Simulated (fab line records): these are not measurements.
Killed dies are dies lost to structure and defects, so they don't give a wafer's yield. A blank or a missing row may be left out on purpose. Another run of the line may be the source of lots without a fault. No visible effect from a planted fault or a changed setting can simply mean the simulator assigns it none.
Which tool was responsible? | flow gf180mcu | 39 wafers from 13 lots sampled at 4 of the route's 602 steps

## WHAT THE GAUGES SHOWED, per wafer
GF_PASSIVATION_THK_MEAS_01. Usual: PASSIVATION_CVD_00_THK gives 1001 nm (standard deviation 12).
lot  | measured     | on           | PASSIVATION_CVD_00_THK (nm) | flag
L223 | day 28 20:04 | filmMetro-03 | 985 998 1010                | 
L224 | day 29 08:23 | filmMetro-04 | 1006 990 1010               | 
L227 | day 30 08:47 | filmMetro-03 | 984 1000 987                | 
L229 | day 30 19:49 | filmMetro-04 | 988 986 1020                | 
L230 | day 31 10:36 | filmMetro-02 | 994 1008 1003               | 
L231 | day 31 12:43 | filmMetro-03 | 995 973 999                 | 
L232 | day 31 17:07 | filmMetro-02 | 1021 1024 1027              | 
L233 | day 31 22:24 | filmMetro-02 | 1006 1010 1021              | 
L234 | day 32 02:14 | filmMetro-02 | 1002 988 1013               | 
L235 | day 32 13:13 | filmMetro-03 | 987 1011 1006               | 
L239 | day 33 11:02 | filmMetro-02 | 992 998 1005                | 
L241 | day 33 22:37 | filmMetro-03 | 1009 998 1005               | 
L242 | day 34 04:26 | filmMetro-04 | 997 1000 1003               | 

## TOOL THAT RAN EACH LOT (tool first, then ch and the chambers of the sampled wafers, then the start)
lot  | GF_V2_CVD_23                 | GF_V5_CVD_23                 | GF_TOP_METAL_SPUTTER_04
L223 | cvdW-02 ch 0,1, day 21 05:19 | cvdW-02 ch 0,1, day 27 23:15 | pvdSputter-04, day 28 00:02
L224 | cvdW-02 ch 0,1, day 21 18:48 | cvdW-02 ch 0,1, day 28 11:19 | pvdSputter-01, day 28 12:05
L227 | cvdW-02 ch 0, day 23 01:56   | cvdW-02 ch 0,1, day 29 13:08 | pvdSputter-02, day 29 13:55
L229 | cvdW-02 ch 0,1, day 23 15:10 | cvdW-01 ch 0,1, day 30 00:05 | pvdSputter-02, day 30 00:53
L230 | cvdW-01 ch 0,1, day 24 09:43 | cvdW-01 ch 0,1, day 30 16:14 | pvdSputter-02, day 30 16:59
L231 | cvdW-01 ch 0,1, day 24 12:47 | cvdW-01 ch 0,1, day 30 17:59 | pvdSputter-04, day 30 18:46
L232 | cvdW-01 ch 0,1, day 24 16:13 | cvdW-01 ch 1, day 30 21:53   | pvdSputter-01, day 30 22:44
L233 | cvdW-02 ch 0,1, day 24 22:36 | cvdW-01 ch 1, day 31 03:14   | pvdSputter-02, day 31 04:06
L234 | cvdW-01 ch 0,1, day 25 06:55 | cvdW-02 ch 1, day 31 07:07   | pvdSputter-02, day 31 07:53
L235 | cvdW-02 ch 1, day 25 16:24   | cvdW-02 ch 0,1, day 31 19:15 | pvdSputter-04, day 31 20:02
L239 | cvdW-02 ch 0,1, day 26 21:49 | cvdW-01 ch 0,1, day 32 17:30 | pvdSputter-04, day 32 18:17
L241 | cvdW-01 ch 0,1, day 27 12:48 | cvdW-02 ch 0,1, day 33 06:04 | pvdSputter-02, day 33 06:49
L242 | cvdW-02 ch 0,1, day 27 21:42 | cvdW-02 ch 0,1, day 33 11:25 | pvdSputter-02, day 33 12:14
- GF_V2_CVD_23: deposits W, target thk 350 nm, time 104.94 s.
- GF_V5_CVD_23: deposits W, target thk 350 nm, time 104.9 s.
- GF_TOP_METAL_SPUTTER_04: material TiN, target thk 25 nm, time 20.8 s.

## AS READ BY THE TOOLS THEMSELVES (means over the sampled wafers that have a number; for cases with no such wafer, the mark the record gives instead)
GF_V2_CVD_23. Usual: heaterPowerW 894 W, standard deviation 60.
lot  | tool    | heaterPowerW (W) | flag
L223 | cvdW-02 | 818              | 
L224 | cvdW-02 | 847              | 
L227 | cvdW-02 | 876              | 
L229 | cvdW-02 | 822              | 
L230 | cvdW-01 | 926              | 
L231 | cvdW-01 | 919              | 
L232 | cvdW-01 | 950              | 
L233 | cvdW-02 | 852              | 
L234 | cvdW-01 | 918              | 
L235 | cvdW-02 | 818              | 
L239 | cvdW-02 | 840              | 
L241 | cvdW-01 | 965              | 
L242 | cvdW-02 | 837              | 

GF_V5_CVD_23. Usual: heaterPowerW 902 W, standard deviation 65.
lot  | tool    | heaterPowerW (W) | flag
L223 | cvdW-02 | 829              | 
L224 | cvdW-02 | 838              | 
L227 | cvdW-02 | 861              | 
L229 | cvdW-01 | 928              | 
L230 | cvdW-01 | 928              | 
L231 | cvdW-01 | 962              | 
L232 | cvdW-01 | 1002             | 
L233 | cvdW-01 | 979              | 
L234 | cvdW-02 | 816              | 
L235 | cvdW-02 | 874              | 
L239 | cvdW-01 | 962              | 
L241 | cvdW-02 | 837              | 
L242 | cvdW-02 | 843              | 

GF_TOP_METAL_SPUTTER_04. Usual: throttleValvePct 29.7 %, standard deviation 0.86.
lot  | tool          | throttleValvePct (%) | flag
L223 | pvdSputter-04 | 29.6                 | 
L224 | pvdSputter-01 | 30.3                 | 
L227 | pvdSputter-02 | 29.1                 | 
L229 | pvdSputter-02 | 29.7                 | 
L230 | pvdSputter-02 | 29.8                 | 
L231 | pvdSputter-04 | 29.4                 | 
L232 | pvdSputter-01 | 30.6                 | 
L233 | pvdSputter-02 | 28.7                 | 
L234 | pvdSputter-02 | 30.0                 | 
L235 | pvdSputter-04 | 29.4                 | 
L239 | pvdSputter-04 | 29.5                 | 
L241 | pvdSputter-02 | 29.7                 | 
L242 | pvdSputter-02 | 29.8                 | 

## THE ANSWER, worked out from the rows above alone
Rule: a lot counts as off when the mean over its wafers that have a number is more than 3 standard deviations away from the usual mean. A lot without any number at a reading at which 4 lots or more have one is off too. The other lots that the step has rows for count as sound. The gauges are gone through in route order, then the tools' own readings, and for those a lot's mean is taken as printed above. The first step at which some lot is off is used, and at that step the reading that is off furthest; a lot without a number counts as furthest.
Nothing can be told from this: no lot is off at any reading shown.

## WHAT THE SIMULATOR HAD PUT IN
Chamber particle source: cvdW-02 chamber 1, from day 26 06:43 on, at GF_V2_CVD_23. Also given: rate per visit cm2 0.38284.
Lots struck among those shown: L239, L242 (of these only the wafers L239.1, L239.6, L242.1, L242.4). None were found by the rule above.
